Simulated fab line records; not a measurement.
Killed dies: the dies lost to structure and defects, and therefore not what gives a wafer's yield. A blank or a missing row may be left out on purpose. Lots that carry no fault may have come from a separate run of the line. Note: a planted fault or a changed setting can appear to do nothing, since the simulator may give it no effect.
Matching of chambers | flow sky130 | SKY_FIELD_ISO_ETCH_17 on rie si-01 has 4 sister chambers
The step etches Si in HBr/Cl2/O2, target depth 342 nm, time 97.7 s. 14 wafers are shown with their chamber, then 7 later ones without.

## WAFERS WITH THEIR CHAMBER
wafer  | chamber | drypump motor current A (A) | run length s (s) | oes product au (a.u.)
L621.1 | 0       | 5.4                         | 126.2            | 0.990
L621.2 | 1       | 5.7                         | 126.4            | 1.000
L621.5 | 3       | 6.2                         | 125.3            | 0.994
L623.3 | 3       | 6.2                         | 125.7            | 0.997
L623.5 | 0       | 5.4                         | 126.4            | 0.990
L623.6 | 3       | 6.2                         | 125.5            | 1.001
L625.1 | 1       | 5.7                         | 126.8            | 1.000
L625.4 | 0       | 5.4                         | 125.9            | 0.985
L625.6 | 3       | 6.2                         | 125.5            | 1.015
L630.4 | 0       | 5.4                         | 125.8            | 0.986
L630.5 | 2       | 5.6                         | 125.9            | 1.001
L630.6 | 1       | 5.6                         | 126.4            | 1.007
L636.1 | 0       | 5.4                         | 126.0            | 1.005
L636.2 | 3       | 6.1                         | 125.9            | 1.012

SIGNATURES (means of the wafers above)
reading                 | chamber 0 | chamber 1 | chamber 2 | chamber 3 | scatter within a chamber
drypump motor current A | 5.400     | 5.667     | 5.600     | 6.180     | 0.0383
run length s            | 126.060   | 126.533   | 125.900   | 125.580   | 0.234
oes product au          | 0.99120   | 1.00233   | 1.00100   | 1.00380   | 0.00796
Rule: a wafer lies at a distance from a chamber equal to the root of the sum of squares, over the readings, of (its reading less the chamber's mean, divided by the reading's scatter). If the next closest chamber is less than 2 further off than the closest, the wafer can't be placed; otherwise it belongs to the closest. How the scatter is found: for the shown wafers, subtract from each reading the mean of its chamber, square and add these, divide the total by (wafers less chambers), then take the root.

## WAFERS WHOSE CHAMBER IS MISSING
wafer  | drypump motor current A (A) | run length s (s) | oes product au (a.u.)
L636.4 | 5.5                         | 126.3            | 1.003
L643.2 | 5.5                         | 126.3            | 1.012
L643.3 | 5.4                         | 126.1            | 0.989
L643.4 | 5.5                         | 125.9            | 0.996
L644.1 | 5.7                         | 126.7            | 1.005
L644.3 | 5.4                         | 125.8            | 0.992
L644.4 | 5.7                         | 126.4            | 1.015

## WHICH CHAMBER EACH ONE RAN IN
wafer  | from the rows above          | in truth
L636.4 | can't be placed: 2 or 0 or 1 | 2
L643.2 | can't be placed: 2 or 0 or 1 | 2
L643.3 | 0                            | 0
L643.4 | can't be placed: 2 or 0      | 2
L644.1 | 1                            | 1
L644.3 | 0                            | 0
L644.4 | can't be placed: 1 or 2      | 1
Correct placement for 3 of the 7. These rows do not allow placing 4 (true chamber among the candidates in 4). Wrongly placed: 0.
